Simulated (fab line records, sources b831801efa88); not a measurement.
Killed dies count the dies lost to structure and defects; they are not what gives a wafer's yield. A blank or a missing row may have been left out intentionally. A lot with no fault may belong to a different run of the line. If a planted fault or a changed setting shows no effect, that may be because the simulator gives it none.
Which tool did it? || flow sky130 || Sampling: 11 lots, 33 wafers, 4 of 708 route steps

## WHAT THE GAUGES READ, wafer by wafer
SKY_CONTACT_CD_MEAS_14: the cd target is 170 nm.
{"lot": "L857", "measured": "day 31 15:31", "on": "cd sem-01", "cd nm (nm)": "167.9 167.1 166.2"}
{"lot": "L860", "measured": "day 32 12:29", "on": "cd sem-02", "cd nm (nm)": "168.4 168.4 169.6"}
{"lot": "L861", "measured": "day 32 22:14", "on": "cd sem-01", "cd nm (nm)": "170.1 168.2 172.2"}
{"lot": "L864", "measured": "day 33 23:20", "on": "cd sem-02", "cd nm (nm)": "161.5 161.1 161.4 161.4 161.3 161.9"}
{"lot": "L867", "measured": "day 35 09:19", "on": "cd sem-02", "cd nm (nm)": "162.1 163.1 164.0 162.6 163.1 164.3"}
{"lot": "L868", "measured": "day 35 19:47", "on": "cd sem-01", "cd nm (nm)": "163.8 163.3 162.7 163.8 163.3 163.1"}
{"lot": "L873", "measured": "day 37 00:39", "on": "cd sem-02", "cd nm (nm)": "168.8 168.6 170.2"}
{"lot": "L874", "measured": "day 37 12:58", "on": "cd sem-02", "cd nm (nm)": "171.1 169.9 170.4"}
{"lot": "L875", "measured": "day 37 14:41", "on": "cd sem-02", "cd nm (nm)": "169.1 170.4 170.5"}
{"lot": "L876", "measured": "day 37 19:35", "on": "cd sem-01", "cd nm (nm)": "169.3 170.7 169.4"}
{"lot": "L877", "measured": "day 37 21:05", "on": "cd sem-01", "cd nm (nm)": "169.2 170.1 169.6"}

## TOOL THAT RAN EACH LOT (tool first, then ch and the chambers of the sampled wafers, then the start)
{"lot": "L857", "SKY_LI_CONTACT_ETCH_14": "rie diel-01 ch 2,3, day 29 04:26", "SKY_LOCAL_INTERCONNECT_STRIP_15": "plasma asher-01 ch 0, day 30 10:03", "SKY_CONTACT_EXPOSE_11": "krf scanner-02 ch 0, day 31 01:15"}
{"lot": "L860", "SKY_LI_CONTACT_ETCH_14": "rie diel-03 ch 0,1,2, day 30 02:36", "SKY_LOCAL_INTERCONNECT_STRIP_15": "plasma asher-04 ch 0,1, day 31 08:39", "SKY_CONTACT_EXPOSE_11": "krf scanner-01 ch 0, day 31 23:19"}
{"lot": "L861", "SKY_LI_CONTACT_ETCH_14": "rie diel-04 ch 1,2, day 30 12:57", "SKY_LOCAL_INTERCONNECT_STRIP_15": "plasma asher-04 ch 1, day 31 17:57", "SKY_CONTACT_EXPOSE_11": "krf scanner-01 ch 0, day 32 08:47"}
{"lot": "L864", "SKY_LI_CONTACT_ETCH_14": "rie diel-03 ch 0,2,3, day 31 15:27", "SKY_LOCAL_INTERCONNECT_STRIP_15": "plasma asher-03 ch 0,1, day 32 19:24", "SKY_CONTACT_EXPOSE_11": "krf scanner-01 ch 0, day 33 10:25"}
{"lot": "L867", "SKY_LI_CONTACT_ETCH_14": "rie diel-03 ch 1,3, day 33 02:17", "SKY_LOCAL_INTERCONNECT_STRIP_15": "plasma asher-03 ch 0,1, day 34 06:06", "SKY_CONTACT_EXPOSE_11": "krf scanner-01 ch 0, day 34 20:11"}
{"lot": "L868", "SKY_LI_CONTACT_ETCH_14": "rie diel-01 ch 1,2,3, day 33 12:30", "SKY_LOCAL_INTERCONNECT_STRIP_15": "plasma asher-03 ch 0,1, day 34 16:24", "SKY_CONTACT_EXPOSE_11": "krf scanner-01 ch 0, day 35 07:23"}
{"lot": "L873", "SKY_LI_CONTACT_ETCH_14": "rie diel-01 ch 0,1,2, day 34 18:00", "SKY_LOCAL_INTERCONNECT_STRIP_15": "plasma asher-04 ch 0,1, day 35 21:51", "SKY_CONTACT_EXPOSE_11": "krf scanner-02 ch 0, day 36 12:17"}
{"lot": "L874", "SKY_LI_CONTACT_ETCH_14": "rie diel-01 ch 0,1,2, day 35 06:41", "SKY_LOCAL_INTERCONNECT_STRIP_15": "plasma asher-04 ch 0,1, day 36 10:43", "SKY_CONTACT_EXPOSE_11": "krf scanner-02 ch 0, day 37 00:10"}
{"lot": "L875", "SKY_LI_CONTACT_ETCH_14": "rie diel-03 ch 2,3, day 35 08:30", "SKY_LOCAL_INTERCONNECT_STRIP_15": "plasma asher-04 ch 0,1, day 36 12:09", "SKY_CONTACT_EXPOSE_11": "krf scanner-02 ch 0, day 37 01:53"}
{"lot": "L876", "SKY_LI_CONTACT_ETCH_14": "rie diel-01 ch 1,2,3, day 35 13:23", "SKY_LOCAL_INTERCONNECT_STRIP_15": "plasma asher-01 ch 0,1, day 36 16:41", "SKY_CONTACT_EXPOSE_11": "krf scanner-02 ch 0, day 37 06:47"}
{"lot": "L877", "SKY_LI_CONTACT_ETCH_14": "rie diel-01 ch 0,1,3, day 35 15:21", "SKY_LOCAL_INTERCONNECT_STRIP_15": "plasma asher-03 ch 0,1, day 36 18:54", "SKY_CONTACT_EXPOSE_11": "krf scanner-02 ch 0, day 37 08:20"}
- SKY_LI_CONTACT_ETCH_14: etches BARC in N2/H2, stops on SiO2, time 45.9 s, target depth 60 nm.
- SKY_LOCAL_INTERCONNECT_STRIP_15: strips in O2/N2.
- SKY_CONTACT_EXPOSE_11: exposes mask CTM1, target cd 170 nm.

## THE ANSWER, worked out from the rows above alone
Rule: what is usual is taken from the lots themselves. Put in order of their means at a reading, lots are off if they are a third of the lots or fewer, leave a main group of 4 or more, and stand apart from it by a gap of 3 or more times the standard deviation of the main group's means; of several such gaps the widest counts. If all means in a main group match to the digits the tables above print for the reading, that group is not used. Also off: a lot with no number at a reading for which 4 or more lots have one. Any other lot the step has rows for is counted as sound.
Off, at SKY_CONTACT_CD_MEAS_14 on cd nm: L864, L867, L868. For the main group the mean is 169.4 nm and the standard deviation 1.
If a tool, at a process step before that reading, ran all the lots that are off and no sound lot after the first of them, it fits. Gauges at SKY_CONTACT_CD_MEAS_14: tried the same way as those tools. One candidate fits, namely krf scanner-01 at SKY_CONTACT_EXPOSE_11. A fault onset in the window from L861 (day 32 08:47, its last sound lot) to L864 (day 33 10:25, its first lot off) fits.

## WHAT THE SIMULATOR HAD PUT IN
Drift in process parameters on krf scanner-01 at SKY_CONTACT_EXPOSE_11, starting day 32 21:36. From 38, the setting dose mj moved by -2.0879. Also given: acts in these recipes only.
Shown lots that were struck: L864, L867, L868. The same result came from the rule above.
